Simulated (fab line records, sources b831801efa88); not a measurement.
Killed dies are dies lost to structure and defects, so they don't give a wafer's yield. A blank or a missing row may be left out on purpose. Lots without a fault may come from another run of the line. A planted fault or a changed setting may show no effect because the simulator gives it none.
A struck lot beside a sound one | flow gf180mcu | 31 steps out of a route of 602
Sound: wafers L730.1, L730.5, L730.6. Struck: wafers L726.1, L726.2, L726.3. The cause comes at the end.
At each step with rows: each side's tool, then ch and its chambers, then its first start. Under that, the readings that differ: sound wafers | struck wafers | difference of the means | sigmas: that difference in standard deviations of wafers without a fault.
alike: readings whose means differ by less than 2 such deviations, and words and numbers that are the same on both sides. not compared: withheld readings, readings that some wafer has no value for, bounds like >300 that may hide the same value, and numbers for which the record gives no deviation and whose values overlap.
The two part at a step that has a row with sigmas, a row that says differs or no value, or rows on one side only. Numbers that don't overlap but have no deviation are shown without sigmas and don't part them. A reading that every wafer of one side lacks parts them only if that side has two wafers or more.

first, 7 steps without rows for these wafers: GF_HV_LDD_DEHYDRATE_24 (time 60 s); GF_HV_LDD_HMDS_25 (prime time 60 s); GF_HV_LDD_COAT_26 (resist thk 1000 nm); GF_HV_LDD_SOFTBAKE_27 (time 60 s); GF_HV_LDD_EXPOSE_28 (exposes mask Nplus HV AREA, target cd 400 nm); GF_HV_LDD_PEB_29; GF_HV_LDD_DEVELOP_30 (develop time 60 s).
GF_HV_LDD_CD_MEAS_31: target cd 400 nm.
  sound on cd_sem-01, day 15 20:34; struck on cd_sem-01, day 14 12:59
  alike: cd_nm
GF_HV_LDD_OVL_MEAS_32:
  sound on overlay-02, day 15 20:41; struck on overlay-01, day 14 13:06
  alike: HV_LDD_02_OVL
then, 3 steps without rows for these wafers: GF_HV_LDD_IMPLANT_33; GF_HV_LDD_IMPLANT_34; GF_HV_LDD_IMPLANT_35.
GF_HV_LDD_IMPLANT_36:
  sound on implanter-03 ch 0, day 15 22:55; struck on implanter-02, day 14 13:35
  no value came back on the struck wafers for beam_energy_keV, beam_on_s (s), end_station_pressure_torr (Torr); on the sound wafers beam_energy_keV reads 59.983 59.987 59.956
GF_HV_LDD_STRIP_37: strips in O2/N2.
  sound on plasma_asher-02 ch 0,1, day 15 23:04; struck on plasma_asher-02 ch 0,1, day 14 13:47
  alike: chamber_pressure_mTorr, drypump_motor_current_A, heater_power_w, n2_flow_sccm, oes_product_au, strip_time_to_endpoint_s
  not compared: rf_hours_counter_h
GF_HV_LDD_TW_MEAS_38:
  sound on film_metro-03, day 15 23:10; struck on film_metro-04, day 14 13:53
  reading     | sound          | struck         | difference | sigmas
  HV_LDD_3_TW | 1451 1451 1449 | 1299 1304 1307 | -147       | -12
then, 7 steps without rows for these wafers: GF_HV_LDD_DEHYDRATE_39 (time 60 s); GF_HV_LDD_HMDS_40 (prime time 60 s); GF_HV_LDD_COAT_41 (resist thk 1000 nm); GF_HV_LDD_SOFTBAKE_42 (time 60 s); GF_HV_LDD_EXPOSE_43 (exposes mask Pplus HV AREA, target cd 400 nm); GF_HV_LDD_PEB_44; GF_HV_LDD_DEVELOP_45 (develop time 60 s).
GF_HV_LDD_CD_MEAS_46: target cd 400 nm.
  sound on cd_sem-02, day 16 20:51; struck on cd_sem-01, day 15 10:49
  alike: cd_nm
GF_HV_LDD_OVL_MEAS_47:
  sound on overlay-01, day 16 20:58; struck on overlay-01, day 15 10:56
  alike: HV_LDD_03_OVL
then, 1 step without rows for these wafers: GF_HV_LDD_IMPLANT_48.
GF_HV_LDD_STRIP_49: strips in O2/N2.
  sound on plasma_asher-02 ch 0,1, day 16 21:10; struck on plasma_asher-04 ch 0,1, day 15 11:08
  alike: chamber_pressure_mTorr, drypump_motor_current_A, heater_power_w, n2_flow_sccm, oes_product_au, strip_time_to_endpoint_s
  not compared: rf_hours_counter_h
GF_HV_LDD_TW_MEAS_50:
  sound on film_metro-01, day 16 21:16; struck on film_metro-01, day 15 11:14
  alike: HV_LDD_4_TW
then, 1 step without rows for these wafers: GF_HV_LDD_CLEAN_51 (cleans in SC1/SC2, time 150 s).
GF_HV_LDD_RTA_52: time 10.53 s.
  sound on rtp_anneal-02 ch 0, day 16 21:22; struck on rtp_anneal-01 ch 0, day 15 11:20
  reading            | sound          | struck         | difference | sigmas
  lamp_power_pct (%) | 30.9 30.9 30.9 | 33.2 33.2 33.2 | +2.3       | +2
  alike: anneal_temp_c_max, wafer_temp_C_max
GF_HV_LDD_RS_MEAS_53: measures by four-point-probe.
  sound on film_metro-03, day 16 21:26; struck on film_metro-04, day 15 11:25
  reading            | sound             | struck            | difference | sigmas
  HV_LDD_RS (ohm/sq) | 418.5 417.8 418.4 | 439.5 439.9 442.7 | +22.5      | +23
then, 1 step without rows for these wafers: GF_HV_LDD_CVD_54 (deposits SiO2 from TEOS, target thk 10 nm, time 75 s).

WHERE THEY PART
First at GF_HV_LDD_IMPLANT_36; last, within this record, at GF_HV_LDD_RS_MEAS_53.

WHY: what the simulator had put in
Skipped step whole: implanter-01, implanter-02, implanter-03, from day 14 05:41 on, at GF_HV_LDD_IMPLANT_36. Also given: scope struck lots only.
